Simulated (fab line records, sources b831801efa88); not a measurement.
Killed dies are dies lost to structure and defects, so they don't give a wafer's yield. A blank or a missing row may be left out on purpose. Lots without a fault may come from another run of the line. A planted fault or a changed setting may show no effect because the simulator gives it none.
fab line records | flow sky130
record lots=12 wafers=34 last_day=49
route steps=708 shown DNWELL@43 NWELL@68 VT_ADJUST_LVTN@105 LI_CONTACT@378
lots that met no fault: from a run of the same line without faults
start_h: hours from the record's first day to the start of the lot's first wafer shown | wait_h: hours since the lot's step before | " the same as in the row above | L1.1+2: a row that stands for several wafers | - no value, or no start given | * or withheld: withheld | < > ~ a bound
route shown NAME@n: a module of which the file shows steps, and the number in the route of the first | usual: mean/standard deviation of fault-free wafers | same: alike in all rows | chamber/n: place in a boat | sites: the reading at each site | _std_site: their standard deviation | _edge_site: outer sites' mean less inner sites' | radius_mm: how far each site lies from the wafer's centre | mask NAME#n: copy n | behind: the tool/chamber that last shaped the wafer | hold: why the lot was held/for how many hours/how that ended | device: the transistor (n, p or np) that didn't switch | end of line: the same wafers' tests at the end of the route | a step without rows: its recipe alone | killed: dies lost to structure and defects at the first sort, not the wafer's yield | map: a wafer's dies, x killed, . not, _ none there
set.NAME: the setting as run; set.NAME@STEP: as run at that earlier step | model.NAME: the simulator's own value behind a step, which no gauge read
steps of the route over a sample of lots; a table a step, a row a wafer
services: from which hour (start_h, from the record's first day; less than 0 if before it) a tool's chamber was out of use, for how many hours, and why
## steps
# step SKY_DNWELL_STRIP_08
# recipe chemistry=O2/N2 power_w=1400 pressure_mtorr=1500 platen_temp_c=withheld o2_flow_sccm=3000 n2_flow_sccm=300 overash_fraction=0.5
# usual drypump_motor_current_A=6.17/0.21 n2_flow_sccm=300.0/0.92 o2_flow_sccm=3001/9.1 oes_product_au=0.723/0.0052 strip_time_to_endpoint_s=36.91/0.12
# columns lot.wafer tool chamber start_h wait_h drypump_motor_current_A n2_flow_sccm o2_flow_sccm oes_product_au rf_hours_counter_h strip_time_to_endpoint_s
L641.1 plasma_asher-04 0 53.81 0.1 6.33 300.6 2984 0.723 38 36.85
L641.4 " 0 " " 6.34 300.7 3007 0.713 - 36.83
L641.6 " 1 " " 6.26 299.7 3002 0.723 - 36.91
L642.4 plasma_asher-01 0 59.79 0.1 5.83 301.8 2993 0.724 - 37.12
L642.5 " 1 " " 6.36 300.1 2999 0.716 - 37.10
L642.6 " 0 " " 5.79 299.0 3005 0.718 - 37.11
L643.1 plasma_asher-04 0 62.50 0.1 6.38 300.1 2991 0.735 39 36.90
L643.3 " 1 " " 6.22 299.8 3004 0.725 - 36.93
L643.6 " 1 " " 6.26 299.8 2998 0.724 - 36.75
L644.1 plasma_asher-01 1 66.21 0.1 6.37 301.2 2998 0.726 27 36.68
L644.3 " 0 " " 5.86 300.6 2998 0.730 - 36.59
L644.5 " 0 " " 5.87 301.0 2994 0.722 - 36.71
L645.2 plasma_asher-01 1 72.70 0.1 6.38 300.7 2998 0.722 28 37.04
L645.3 " 1 " " 6.40 299.8 2992 0.727 - 37.03
L645.4 " 0 " " 5.84 299.7 2990 0.721 - 37.06
L649.1 plasma_asher-03 1 94.11 0.1 6.16 299.1 3006 0.725 40 36.87
L649.3 " 0 " " 5.98 298.8 3004 0.727 - 36.92
L649.4 " 1 " " 6.19 298.8 2990 0.725 - 36.99
L650.2 plasma_asher-03 0 100.01 0.1 5.97 301.0 2996 0.721 40 36.96
L650.4 " 1 " " 6.14 299.6 3007 0.722 - 37.07
L650.6 " 0 " " 5.97 300.2 3003 0.725 - 37.05
L651.2 plasma_asher-04 0 106.56 0.1 6.33 299.9 3008 0.724 43 36.92
L651.3 " 1 " " 6.24 299.8 2999 0.723 - 36.98
L651.5 " 0 " " 6.34 300.3 3007 0.718 - 37.05
L653.2 plasma_asher-03 1 116.55 0.1 6.16 301.3 2997 0.724 42 36.85
L653.3 " 0 " " 5.96 301.2 2994 0.719 - 36.84
L653.6 " 1 " " 6.17 300.7 3004 0.722 - 36.83
L654.1 plasma_asher-01 0 125.61 0.1 5.80 299.0 3012 0.727 33 36.90
L654.3 " 1 " " 6.36 300.9 2995 0.722 - 36.92
L654.5 " 1 " " 6.37 301.1 2988 0.725 - 36.98
L657.2 plasma_asher-01 1 138.80 0.1 6.35 299.7 3001 0.726 34 36.89
L657.5 " 0 " " 5.82 299.9 3002 0.725 - 36.69
L658.1 plasma_asher-04 0 147.46 0.1 6.33 299.4 3001 0.722 3 37.03
L658.5 " 1 " " 6.25 299.8 3011 0.723 - 37.07
# step SKY_NWELL_TW_MEAS_15
# usual NWELL_TW=1825/9.6
# columns lot.wafer tool chamber start_h wait_h NWELL_TW
L641.1 film_metro-04 - 87.20 0.1 1824
L641.4 " - " " 1822
L641.6 " - " " 1826
L642.4 film_metro-02 - 93.03 0.1 1814
L642.5 " - " " 1819
L642.6 " - " " 1829
L643.1 film_metro-02 - 96.65 0.1 1810
L643.3 " - " " 1804
L643.6 " - " " 1809
L644.1 film_metro-01 - 101.00 0.1 1839
L644.3 " - " " 1832
L644.5 " - " " 1842
L645.2 film_metro-02 - 108.66 0.1 1819
L645.3 " - " " 1803
L645.4 " - " " 1817
L649.1 film_metro-04 - 130.75 0.1 1839
L649.3 " - " " 1812
L649.4 " - " " 1824
L650.2 film_metro-04 - 137.39 0.1 1830
L650.4 " - " " 1822
L650.6 " - " " 1829
L651.2 film_metro-02 - 144.54 0.1 1832
L651.3 " - " " 1824
L651.5 " - " " 1834
L653.2 film_metro-04 - 156.26 0.1 1819
L653.3 " - " " 1832
L653.6 " - " " 1823
L654.1 film_metro-02 - 165.85 0.1 1825
L654.3 " - " " 1816
L654.5 " - " " 1815
L657.2 film_metro-01 - 179.64 0.1 1828
L657.5 " - " " 1826
L658.1 film_metro-01 - 189.15 0.1 1818
L658.5 " - " " 1821
# step SKY_VT_ADJUST_LVTN_IMPLANT_08
# recipe species=B energy_kev=30 dose_cm2=1.57e+12 tilt_deg=withheld
# columns lot.wafer tool chamber start_h wait_h
L641.1+4+6 implanter-03 0 142.33 0.0
L642.4+5+6 implanter-02 0 148.42 0.1
L643.1+3+6 implanter-04 0 153.20 0.0
L644.1+3+5 implanter-04 0 158.15 0.0
L645.2+3+4 implanter-03 0 167.82 0.0
L649.1+3+4 implanter-03 0 190.65 0.0
L650.2+4+6 implanter-03 0 199.97 0.0
L651.2+3+5 implanter-03 0 207.27 0.0
L653.2+3+6 implanter-03 0 219.31 0.0
L654.1+3+5 implanter-03 0 230.60 0.0
L657.2+5 implanter-03 0 246.56 0.0
L658.1+5 implanter-03 0 256.10 0.0
# step SKY_VT_ADJUST_LVTN_TW_MEAS_10
# usual VT_ADJUST_LVTN_TW=243.0/1.7
# columns lot.wafer tool chamber start_h wait_h VT_ADJUST_LVTN_TW
L641.1 film_metro-02 - 142.58 0.1 240.2
L641.4 " - " " 240.3
L641.6 " - " " 239.0
L642.4 film_metro-03 - 148.63 0.1 244.5
L642.5 " - " " 245.4
L642.6 " - " " 243.9
L643.1 film_metro-01 - 153.45 0.1 243.7
L643.3 " - " " 243.9
L643.6 " - " " 244.7
L644.1 film_metro-02 - 158.40 0.1 243.4
L644.3 " - " " 242.4
L644.5 " - " " 242.3
L645.2 film_metro-02 - 168.06 0.1 241.5
L645.3 " - " " 241.0
L645.4 " - " " 241.8
L649.1 film_metro-02 - 190.90 0.1 242.2
L649.3 " - " " 241.1
L649.4 " - " " 242.2
L650.2 film_metro-02 - 200.21 0.1 240.7
L650.4 " - " " 240.8
L650.6 " - " " 240.1
L651.2 film_metro-01 - 207.51 0.1 243.1
L651.3 " - " " 245.0
L651.5 " - " " 244.3
L653.2 film_metro-03 - 219.54 0.1 244.8
L653.3 " - " " 244.2
L653.6 " - " " 244.0
L654.1 film_metro-02 - 230.85 0.1 242.3
L654.3 " - " " 242.5
L654.5 " - " " 241.5
L657.2 film_metro-03 - 246.79 0.1 231.9
L657.5 " - " " 245.9
L658.1 film_metro-03 - 256.35 0.1 231.8
L658.5 " - " " 242.4
# step SKY_LI_CONTACT_STRIP_16
# recipe chemistry=O2/N2 power_w=1400 pressure_mtorr=1500 platen_temp_c=withheld o2_flow_sccm=3000 n2_flow_sccm=300 overash_fraction=0.5
# usual drypump_motor_current_A=6.20/0.27 n2_flow_sccm=300.1/0.9 o2_flow_sccm=3000/9.9 oes_product_au=0.374/0.0044 strip_time_to_endpoint_s=3.48/0.036
# columns lot.wafer tool chamber start_h wait_h drypump_motor_current_A n2_flow_sccm o2_flow_sccm oes_product_au rf_hours_counter_h strip_time_to_endpoint_s
L641.1 plasma_asher-02 0 674.74 - 5.73 300.1 2997 0.371 95 3.46
L641.4 " 0 " " 5.75 300.7 3001 0.371 - 3.46
L641.6 " 0 " " 5.75 300.4 2997 0.371 - 3.46
L642.4 plasma_asher-02 0 680.72 - 5.75 300.5 3009 0.382 - 3.51
L642.5 " 0 " " 5.75 300.1 2994 0.373 - 3.43
L642.6 " 1 " " 6.54 300.4 3000 0.379 - 3.51
L643.1 plasma_asher-04 1 686.69 - 6.21 299.6 3003 0.377 56 3.52
L643.3 " 1 " " 6.23 300.3 3019 0.372 - 3.44
L643.6 " 0 " " 6.37 299.3 3014 0.374 - 3.49
L644.1 plasma_asher-04 0 690.79 - 6.34 298.7 2996 0.376 57 3.47
L644.3 " 1 " " 6.23 300.7 3010 0.365 - 3.45
L644.5 " 0 " " 6.34 299.6 2985 0.373 - 3.46
L645.2 plasma_asher-02 0 707.54 - 5.75 299.8 2983 0.377 98 3.52
L645.3 " 1 " " 6.53 299.7 3013 0.381 - 3.46
L645.4 " 0 " " 5.77 299.9 3002 0.378 - 3.48
L649.1 plasma_asher-04 1 739.14 - 6.23 300.6 3001 0.367 62 3.46
L649.3 " 1 " " 6.23 300.2 2997 0.368 - 3.47
L649.4 " 0 " " 6.31 299.5 3004 0.379 - 3.43
L650.2 plasma_asher-02 0 751.54 - 5.73 300.2 2991 0.374 1 3.47
L650.4 " 0 " " 5.78 302.1 3003 0.374 - 3.50
L650.6 " 1 " " 6.51 300.5 3000 0.370 - 3.45
L651.2 plasma_asher-04 0 760.89 - 6.35 296.5 3005 0.372 64 3.49
L651.3 " 0 " " 6.36 297.5 3010 0.380 - 3.50
L651.5 " 1 " " 6.24 299.9 2991 0.378 - 3.52
L653.2 plasma_asher-02 0 773.24 - 5.75 300.7 2993 0.377 3 3.51
L653.3 " 0 " " 5.75 300.3 3008 0.370 - 3.44
L653.6 " 0 " " 5.77 299.6 2982 0.374 - 3.46
L654.1 plasma_asher-01 1 793.44 - 6.40 299.9 3002 0.379 99 3.46
L654.3 " 1 " " 6.40 299.7 2998 0.380 - 3.48
L654.5 " 0 " " 5.84 299.6 3009 0.377 - 3.47
L657.2 plasma_asher-02 0 802.89 - 5.75 301.9 2989 0.381 6 3.55
L657.5 " 1 " " 6.49 299.6 2991 0.380 - 3.53
L658.1 plasma_asher-04 1 816.99 - 6.25 299.8 3030 0.371 70 3.40
L658.5 " 0 " " 6.33 300.3 2984 0.382 - 3.44
## services
# columns tool chamber start_h hours kind
plasma_asher-01 - 38.41 2.4 repair
plasma_asher-03 - 51.77 14.6 pm
plasma_asher-04 - 108.75 9.0 pm
implanter-03 - 151.73 9.9 repair
implanter-03 - 174.77 3.5 pm
plasma_asher-04 - 179.25 1.2 repair
implanter-03 - 222.73 1.3 pm
plasma_asher-03 - 271.20 0.9 repair
plasma_asher-03 - 333.44 2.8 pm
plasma_asher-03 - 421.25 9.0 pm
plasma_asher-02 - 427.84 1.3 repair
plasma_asher-03 - 443.47 3.0 repair
plasma_asher-04 - 477.69 2.8 pm
plasma_asher-03 - 507.16 1.3 repair
plasma_asher-01 - 511.22 2.0 repair
plasma_asher-02 - 530.22 2.8 pm
plasma_asher-02 - 535.48 1.8 repair
plasma_asher-04 - 542.33 2.1 repair
plasma_asher-04 - 588.81 0.4 repair
implanter-03 - 647.29 3.7 repair
plasma_asher-02 - 655.04 9.5 repair
implanter-03 - 663.77 5.9 pm
plasma_asher-02 - 733.75 9.0 pm
plasma_asher-03 - 757.29 3.5 repair
## key
first_sign step=SKY_VT_ADJUST_LVTN_TW_MEAS_10 reading=VT_ADJUST_LVTN_TW direction=down sigmas=6.4 usual=243.0 struck=231.9
effect none on later readings
met_at SKY_VT_ADJUST_LVTN_IMPLANT_08
struck_lots L657,L658
struck_wafers L657.2,L658.1
tester_left_out L657,L658
not_acting_at SKY_DNWELL_STRIP_08,SKY_NWELL_TW_MEAS_15,SKY_LI_CONTACT_STRIP_16
onset_between 230.60 246.56
fault kind=process_parameter_drift tool=implanter-03 chamber=- onset_h=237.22 steps=SKY_VT_ADJUST_LVTN_IMPLANT_08 channel=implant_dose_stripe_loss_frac offset=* shape=step end_h=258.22 scope=struck_wafers_only
# tester_left_out: of these lots the tester's yield and bins aren't shown, on N5 and GAA mostly nor the transistor test; their killed dies are dies lost to structure and defects alone, not to doping, threshold or leakage, so they don't give the yield
